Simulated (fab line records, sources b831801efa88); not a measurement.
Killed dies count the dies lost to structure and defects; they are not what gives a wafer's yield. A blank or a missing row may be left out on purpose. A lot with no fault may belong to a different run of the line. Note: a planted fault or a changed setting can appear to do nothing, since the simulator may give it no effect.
Comparing a struck lot with a sound one	flow sky130	14 out of 708 route steps
Sound: the wafers L304.2, L304.3, L304.5. Wafers L317.1, L317.3, L317.4 were the ones struck. The cause is named last.
Order at every step that has rows: each side's tool, ch and its chambers, its first start. Under that, the readings that differ: sound wafers	struck wafers	difference of the means	sigmas: that difference in standard deviations of wafers without a fault.
alike: a reading whose means differ by less than 2 such deviations, as well as words and numbers matching on both sides. not compared: withheld readings; readings where some wafer has no value; bounds like >300 that might hide an equal value; numbers whose values overlap and for which the record gives no deviation.
Wherever a step has rows on one side only, a row that says differs or no value, or a row with sigmas, the two part there. Non-overlapping numbers with no deviation appear without sigmas and do not part them. A reading missing from all wafers of one side parts the sides only when that side holds two or more wafers.

SKY_VIA3_ETCH_15: etches SiO2 in C4F8/O2/Ar, stops on TiN, target depth 507 nm, time 78 s.
  sound on rie-diel-02 ch 1,2,3, day 40 21:55; struck on rie-diel-03 ch 0,2, day 45 07:04
  alike: chamber-pressure-mTorr, oes-product-au
then, 5 steps without rows for these wafers: SKY_VIA3_STRIP_16 (strips in O2/N2); SKY_VIA3_STRIP_17 (strips in post etch residue remover, time 1200 s); SKY_VIA3_CLEAN_18 (cleans in IPA, time 180 s); SKY_VIA3_CLEAN_19 (cleans in O3/DIW); SKY_VIA3_SPUTTER_20 (material TiN, target thk 20 nm, time 80 s).
SKY_VIA3_CVD_21: deposits W, target thk 390 nm, time 117.31 s.
  sound on cvd-w-02 ch 0, day 40 22:38; struck on cvd-w-02 ch 0,1, day 45 07:47
  alike: heater-power-w
  not compared: since-wet-clean-h
SKY_VIA3_RS_MEAS_22: uses a four-point probe to measure.
  sound on film-metro-03, day 40 22:46; struck on film-metro-01, day 45 07:55
  alike: VIA3_W_RS
SKY_VIA3_THK_MEAS_23: measures by xrf.
  sound on film-metro-03, day 40 22:53; struck on film-metro-01, day 45 08:02
  alike: VIA3_W_THK
SKY_VIA3_CMP_24: polishes, stops on SiO2, t overpolish 20 s, target thk 0 nm.
  sound on cmp-02 ch 1,2,3, day 40 23:02; struck on cmp-01 ch 0,2,3, day 45 08:43
  alike: motor-current-A, overpolish-run-s, time-to-endpoint-s
then, 1 step without rows for these wafers: SKY_METAL4_SPUTTER_00 (material Ti, target thk 15 nm, time 10 s).
SKY_METAL4_SPUTTER_01: material TiN, target thk 20 nm, time 16.7 s.
  sound on pvd-sputter-03, day 40 23:15; struck on pvd-sputter-02, day 45 08:59
  alike: cathode-dc-power-W, chamber-pressure-pa, throttle-valve-pct
SKY_METAL4_SPUTTER_02: material AlCu, target thk 735 nm, time 39.1 s.
  sound on pvd-sputter-03, day 40 23:17; struck on pvd-sputter-02, day 45 09:01
  no value came back on the struck wafers for cathode-dc-power-W (W), chamber-pressure-pa (Pa), throttle-valve-pct (%); on the sound wafers cathode-dc-power-W (W) reads 10599 10602 10598
SKY_METAL4_SPUTTER_03: material Ti, target thk 5 nm, time 3.3 s.
  sound on pvd-sputter-03, day 40 23:19; struck on pvd-sputter-02, day 45 09:03
  alike: cathode-dc-power-W, chamber-pressure-pa, throttle-valve-pct

## WHERE THEY PART
Only at SKY_METAL4_SPUTTER_02, as far as this record shows. Later steps at which nothing parts them and some readings are alike: SKY_METAL4_SPUTTER_03.

WHY: what had been put in by the simulator
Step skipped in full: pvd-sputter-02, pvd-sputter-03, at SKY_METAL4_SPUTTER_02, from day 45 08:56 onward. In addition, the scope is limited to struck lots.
